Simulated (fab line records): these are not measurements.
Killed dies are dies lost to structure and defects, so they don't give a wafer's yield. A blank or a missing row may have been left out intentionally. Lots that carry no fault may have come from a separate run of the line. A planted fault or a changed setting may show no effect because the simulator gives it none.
fab line records -- flow gf180mcu
record: lots: 5, wafers: 15, last_day: 33
route steps=602 shown NSD@240 PSD@248
lots untouched by any fault: they come from a run of this same line in which no faults occurred
start_h: hours from the record's opening day to when the first of the lot's shown wafers began -- wait_h: time in hours since the lot's previous step -- " as in the row above -- L1.1+2: several wafers, shown together as one row -- - value missing, or start not given -- * or withheld: withheld -- < > ~ a bound
route shown NAME@n: a module of which the file shows steps, and the number in the route of the first -- usual: mean/standard deviation taken from wafers without a fault -- same: alike in all rows -- chamber/n: place in a boat -- sites: per-site readings -- _std_site: the standard deviation of these -- _edge_site: outer sites' mean less inner sites' -- radius_mm: for every site, how far away it sits from the centre of the wafer -- mask NAME#n: copy n -- behind: tool/chamber where the wafer was last shaped -- hold: cause of the lot's hold/its duration in hours/its outcome -- device: the n, p or np transistor that did not switch -- end of line: the tests these same wafers got at the end of their route -- for a step that has no rows: nothing shown but its recipe -- killed: at the first sort, the dies lost to defects and structure; wafer yield is something else -- map: the dies of a wafer, with x for killed, . for not killed, _ for no die there
set.NAME: the setting that was run; set.NAME@STEP: the one run at that earlier step -- model.NAME: the simulator's own value behind a step, which no gauge read
lots at some steps of the route; a table a step, a row a wafer
services: a tool's chamber out of use, with start hour (start_h, from the record's first day; less than 0 if before it), hours out, and reason
== steps ==
step: GF_NSD_PEB_05
recipe: temp_c: withheld, time_s: *, resist: NOVOLAK
step: GF_NSD_DEVELOP_06
recipe: develop_time_s: 60, dev_temp_c: 23
step: GF_NSD_CD_MEAS_07
recipe: target_cd_nm: 400
usual: cd_nm: 399.9/1.9
lot.wafer,tool,chamber,start_h,wait_h,cd_nm
L230.2,cd_sem-02,-,301.54,0.1,399.7
L230.3,cd_sem-02,-,301.54,0.1,402.9
L230.5,cd_sem-02,-,301.54,0.1,403.1
L236.1,cd_sem-01,-,354.50,0.1,401.0
L236.2,cd_sem-01,-,354.50,0.1,401.9
L236.6,cd_sem-01,-,354.50,0.1,400.7
L238.2,cd_sem-01,-,382.94,0.1,397.8
L238.5,cd_sem-01,-,382.94,0.1,399.0
L238.6,cd_sem-01,-,382.94,0.1,399.7
L244.1,cd_sem-02,-,424.91,0.1,403.9
L244.2,cd_sem-02,-,424.91,0.1,400.3
L244.3,cd_sem-02,-,424.91,0.1,401.7
L246.1,cd_sem-01,-,439.75,0.1,401.0
L246.2,cd_sem-01,-,439.75,0.1,399.4
L246.3,cd_sem-01,-,439.75,0.1,398.8
step: GF_NSD_OVL_MEAS_08
usual: NSD_OVL: -0.2/1.3
lot.wafer,tool,chamber,start_h,wait_h,NSD_OVL[nm]
L230.2,overlay-01,-,301.65,0.1,0.3
L230.3,overlay-01,-,301.65,0.1,0.5
L230.5,overlay-01,-,301.65,0.1,-1.2
L236.1,overlay-02,-,354.62,0.1,1.3
L236.2,overlay-02,-,354.62,0.1,-0.5
L236.6,overlay-02,-,354.62,0.1,-2.8
L238.2,overlay-01,-,383.05,0.1,-1.6
L238.5,overlay-01,-,383.05,0.1,-1.0
L238.6,overlay-01,-,383.05,0.1,-0.8
L244.1,overlay-01,-,425.03,0.1,-0.7
L244.2,overlay-01,-,425.03,0.1,0.2
L244.3,overlay-01,-,425.03,0.1,1.6
L246.1,overlay-02,-,439.87,0.1,2.0
L246.2,overlay-02,-,439.87,0.1,-0.2
L246.3,overlay-02,-,439.87,0.1,2.3
step: GF_NSD_IMPLANT_09
recipe: species: As, energy_kev: 60, dose_cm2: 4e+15, tilt_deg: 7
step: GF_NSD_IMPLANT_10
recipe: species: P, energy_kev: 40, dose_cm2: 5e+14, tilt_deg: 7
step: GF_NSD_STRIP_11
recipe: chemistry: O2/N2, power_w: 1400, pressure_mtorr: 1500, platen_temp_c: 250, o2_flow_sccm: 3000, n2_flow_sccm: 300, overash_fraction: 0.5
usual: drypump_motor_current_A: 5.7/0.41, heater_power_w: 327/33, o2_flow_sccm: 3001/8.8, oes_product_au: 0.487/0.0048, strip_time_to_endpoint_s: 22.97/0.032
lot.wafer,tool,chamber,start_h,wait_h,drypump_motor_current_A,heater_power_w,o2_flow_sccm,oes_product_au,rf_hours_counter_h,strip_time_to_endpoint_s
L230.2,plasma_asher-02,1,301.98,0.1,5.8,375,3003,0.494,70,22.97
L230.3,plasma_asher-02,0,301.98,0.1,6.2,331,2984,0.487,-,22.97
L230.5,plasma_asher-02,1,301.98,0.1,5.8,382,3008,0.489,-,22.95
L236.1,plasma_asher-04,0,354.96,0.1,5.6,303,3020,0.487,68,22.95
L236.2,plasma_asher-04,1,354.96,0.1,6.3,311,2994,0.493,68,22.96
L236.6,plasma_asher-04,0,354.96,0.1,5.6,301,3022,0.485,-,22.92
L238.2,plasma_asher-02,1,383.38,0.1,5.8,388,3007,0.484,77,22.98
L238.5,plasma_asher-02,0,383.38,0.1,6.2,327,3015,0.484,-,22.98
L238.6,plasma_asher-02,1,383.38,0.1,5.8,392,3002,0.486,-,22.98
L244.1,plasma_asher-04,1,425.37,0.1,6.3,306,3003,0.485,73,22.97
L244.2,plasma_asher-04,0,425.37,0.1,5.6,292,3008,0.486,73,23.02
L244.3,plasma_asher-04,1,425.37,0.1,6.3,305,3006,0.497,-,22.94
L246.1,plasma_asher-02,0,440.20,0.1,6.1,333,2986,0.486,1,22.96
L246.2,plasma_asher-02,1,440.20,0.1,5.8,386,3003,0.494,1,22.99
L246.3,plasma_asher-02,1,440.20,0.1,5.8,389,2989,0.481,-,22.94
step: GF_NSD_TW_MEAS_12
usual: NSD_TW: 4265/34
lot.wafer,tool,chamber,start_h,wait_h,NSD_TW
L230.2,film_metro-04,-,302.09,0.1,4224
L230.3,film_metro-04,-,302.09,0.1,4234
L230.5,film_metro-04,-,302.09,0.1,4223
L236.1,film_metro-03,-,355.06,0.1,4295
L236.2,film_metro-03,-,355.06,0.1,4305
L236.6,film_metro-03,-,355.06,0.1,4309
L238.2,film_metro-03,-,383.49,0.1,4310
L238.5,film_metro-03,-,383.49,0.1,4284
L238.6,film_metro-03,-,383.49,0.1,4299
L244.1,film_metro-04,-,425.47,0.1,4235
L244.2,film_metro-04,-,425.47,0.1,4245
L244.3,film_metro-04,-,425.47,0.1,4237
L246.1,film_metro-03,-,440.30,0.1,4308
L246.2,film_metro-03,-,440.30,0.1,4305
L246.3,film_metro-03,-,440.30,0.1,4300
step: GF_PSD_DEHYDRATE_00
recipe: temp_c: 200, time_s: 60
step: GF_PSD_HMDS_01
recipe: prime_time_s: 60, prime_temp_c: 120
step: GF_PSD_COAT_02
recipe: resist: NOVOLAK, spin_rpm: 3000, resist_thk_nm: 1000
step: GF_PSD_SOFTBAKE_03
recipe: temp_c: 90, time_s: 60, resist: NOVOLAK
step: GF_PSD_EXPOSE_04
recipe: mask_id: Pplus, target_cd_nm: 400, na: 0.6, source_shape: conventional, sigma_outer: 0.6, dose_mj: 140
usual: reticle_temp_C: 23.01/0.11
same: na: 0.6
lot.wafer,tool,chamber,start_h,wait_h,mask,reticle_temp_C
L230.2,iline_stepper-02,0,312.17,-,Pplus#0,23.07
L230.3,iline_stepper-02,0,312.17,-,Pplus#0,23.18
L230.5,iline_stepper-02,0,312.17,-,Pplus#0,23.27
L236.1,iline_stepper-01,0,365.95,-,Pplus#0,22.99
L236.2,iline_stepper-01,0,365.95,-,Pplus#0,22.92
L236.6,iline_stepper-01,0,365.95,-,Pplus#0,22.98
L238.2,iline_stepper-02,0,395.02,-,Pplus#0,22.91
L238.5,iline_stepper-02,0,395.02,-,Pplus#0,23.10
L238.6,iline_stepper-02,0,395.02,-,Pplus#0,22.99
L244.1,iline_stepper-01,0,437.77,-,Nplus#0,23.00
L244.2,iline_stepper-01,0,437.77,-,Nplus#0,23.01
L244.3,iline_stepper-01,0,437.77,-,Nplus#0,23.05
L246.1,iline_stepper-02,0,452.66,-,Pplus#0,22.91
L246.2,iline_stepper-02,0,452.66,-,Pplus#0,23.11
L246.3,iline_stepper-02,0,452.66,-,Pplus#0,22.93
step: GF_PSD_PEB_05
recipe: temp_c: withheld, time_s: *, resist: NOVOLAK
step: GF_PSD_DEVELOP_06
recipe: develop_time_s: 60, dev_temp_c: 23
step: GF_PSD_CD_MEAS_07
recipe: target_cd_nm: 400
usual: cd_nm: 400.5/2
lot.wafer,tool,chamber,start_h,wait_h,cd_nm
L230.2,cd_sem-02,-,322.39,0.1,399.7
L230.3,cd_sem-02,-,322.39,0.1,400.1
L230.5,cd_sem-02,-,322.39,0.1,396.1
L236.1,cd_sem-01,-,376.67,0.1,398.4
L236.2,cd_sem-01,-,376.67,0.1,397.3
L236.6,cd_sem-01,-,376.67,0.1,398.2
L238.2,cd_sem-01,-,406.94,0.1,398.2
L238.5,cd_sem-01,-,406.94,0.1,399.0
L238.6,cd_sem-01,-,406.94,0.1,398.6
L244.1,cd_sem-01,-,449.87,0.1,-
L244.2,cd_sem-01,-,449.87,0.1,-
L244.3,cd_sem-01,-,449.87,0.1,-
L246.1,cd_sem-01,-,465.05,0.1,400.3
L246.2,cd_sem-01,-,465.05,0.1,398.8
L246.3,cd_sem-01,-,465.05,0.1,401.6
step: GF_PSD_OVL_MEAS_08
usual: PSD_OVL: 1.1/1.3
lot.wafer,tool,chamber,start_h,wait_h,PSD_OVL[nm]
L230.2,overlay-02,-,322.50,0.1,0.1
L230.3,overlay-02,-,322.50,0.1,1.3
L230.5,overlay-02,-,322.50,0.1,-0.6
L236.1,overlay-01,-,376.79,0.1,1.9
L236.2,overlay-01,-,376.79,0.1,-1.1
L236.6,overlay-01,-,376.79,0.1,1.9
L238.2,overlay-02,-,407.05,0.1,0.5
L238.5,overlay-02,-,407.05,0.1,1.4
L238.6,overlay-02,-,407.05,0.1,0.9
L244.1,overlay-01,-,449.99,0.1,-
L244.2,overlay-01,-,449.99,0.1,-
L244.3,overlay-01,-,449.99,0.1,-
L246.1,overlay-01,-,465.17,0.1,1.4
L246.2,overlay-01,-,465.17,0.1,2.9
L246.3,overlay-01,-,465.17,0.1,3.5
step: GF_PSD_IMPLANT_09
recipe: species: BF2, energy_kev: 40, dose_cm2: 1.5e+15, tilt_deg: 7
step: GF_PSD_STRIP_10
recipe: chemistry: O2/N2, power_w: 1400, pressure_mtorr: 1500, platen_temp_c: 250, o2_flow_sccm: 3000, n2_flow_sccm: 300, overash_fraction: 0.5
usual: drypump_motor_current_A: 5.6/0.56, heater_power_w: 330/26, o2_flow_sccm: 3000/9.1, oes_product_au: 0.592/0.0044, strip_time_to_endpoint_s: 16.53/0.033
lot.wafer,tool,chamber,start_h,wait_h,drypump_motor_current_A,heater_power_w,o2_flow_sccm,oes_product_au,rf_hours_counter_h,strip_time_to_endpoint_s
L230.2,plasma_asher-02,0,322.68,0.1,6.1,319,2993,0.589,72,16.57
L230.3,plasma_asher-02,1,322.68,0.1,5.8,378,2997,0.585,-,16.56
L230.5,plasma_asher-02,1,322.68,0.1,5.8,382,3006,0.588,-,16.57
L236.1,plasma_asher-03,1,376.98,0.1,4.7,340,3011,0.593,27,16.61
L236.2,plasma_asher-03,0,376.98,0.1,5.6,344,2999,0.585,27,16.56
L236.6,plasma_asher-03,0,376.98,0.1,5.6,346,2976,0.583,-,16.56
L238.2,plasma_asher-03,0,407.23,0.1,5.6,342,2998,0.589,30,16.49
L238.5,plasma_asher-03,1,407.23,0.1,4.7,337,2990,0.589,-,16.48
L238.6,plasma_asher-03,0,407.23,0.1,5.6,333,2995,0.594,-,16.49
L244.1,plasma_asher-04,0,450.18,0.1,5.6,297,3008,0.599,76,16.57
L244.2,plasma_asher-04,1,450.18,0.1,6.3,311,2980,0.595,76,16.57
L244.3,plasma_asher-04,0,450.18,0.1,5.6,301,3012,0.593,-,16.53
L246.1,plasma_asher-02,0,465.35,0.1,6.1,315,3010,0.596,4,16.52
L246.2,plasma_asher-02,1,465.35,0.1,5.8,390,3007,0.590,4,16.51
L246.3,plasma_asher-02,0,465.35,0.1,6.1,324,3015,0.595,-,16.54
step: GF_PSD_TW_MEAS_11
usual: PSD_TW: 3196/26
lot.wafer,tool,chamber,start_h,wait_h,PSD_TW
L230.2,film_metro-01,-,322.79,0.1,3242
L230.3,film_metro-01,-,322.79,0.1,3246
L230.5,film_metro-01,-,322.79,0.1,3240
L236.1,film_metro-03,-,377.08,0.1,3179
L236.2,film_metro-03,-,377.08,0.1,3204
L236.6,film_metro-03,-,377.08,0.1,3201
L238.2,film_metro-04,-,407.34,0.1,3176
L238.5,film_metro-04,-,407.34,0.1,3185
L238.6,film_metro-04,-,407.34,0.1,3178
L244.1,film_metro-04,-,450.28,0.1,30
L244.2,film_metro-04,-,450.28,0.1,30
L244.3,film_metro-04,-,450.28,0.1,30
L246.1,film_metro-04,-,465.45,0.1,3165
L246.2,film_metro-04,-,465.45,0.1,3168
L246.3,film_metro-04,-,465.45,0.1,3161
step: GF_PSD_CLEAN_12
recipe: chemistry: SC1/SC2, mix: 1:4:20, temp_c: 70, time_s: 150, dry: n2_spin
== services ==
tool,chamber,start_h,hours,kind
iline_stepper-01,0,280.73,-,calibration
plasma_asher-02,-,366.07,14.6,pm
plasma_asher-04,-,372.53,24.7,repair
plasma_asher-02,-,382.30,0.4,repair
iline_stepper-02,0,385.76,-,calibration
iline_stepper-01,-,398.06,1.7,pm
plasma_asher-02,-,421.25,9.0,pm
plasma_asher-02,0,421.25,9.0,vent_cycle
plasma_asher-02,1,421.25,9.0,vent_cycle
plasma_asher-02,0,430.25,-,clean
plasma_asher-02,1,430.25,-,clean
iline_stepper-02,-,450.23,1.7,pm
== key ==
first_sign: step: GF_PSD_EXPOSE_04, reading: mask, direction: changed
effect: step: GF_PSD_CD_MEAS_07, reading: cd_nm, direction: missing
effect: step: GF_PSD_OVL_MEAS_08, reading: PSD_OVL, direction: missing
effect: step: GF_PSD_TW_MEAS_11, reading: PSD_TW, direction: down, sigmas: 99+, usual: 3196, struck: 30
met_at GF_PSD_EXPOSE_04
struck_wafers L244.1,L244.2,L244.3
sort_left_out L244.1,L244.2,L244.3
tester_left_out L244
onset_between 365.95 437.77
fault: kind: wrong_mask, tool: any, chamber: -, onset_h: 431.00, steps: GF_PSD_EXPOSE_04, aux_copy: Nplus#0, scope: struck_lots_only
tester_left_out: of these lots the tester's yield and bins aren't shown, on N5 and GAA mostly nor the transistor test; their killed dies are dies lost to structure and defects alone, not to doping, threshold or leakage, so they don't give the yield
sort_left_out: the simulated sort isn't trusted on such a fault, so these wafers' sort isn't shown, and their yield isn't known
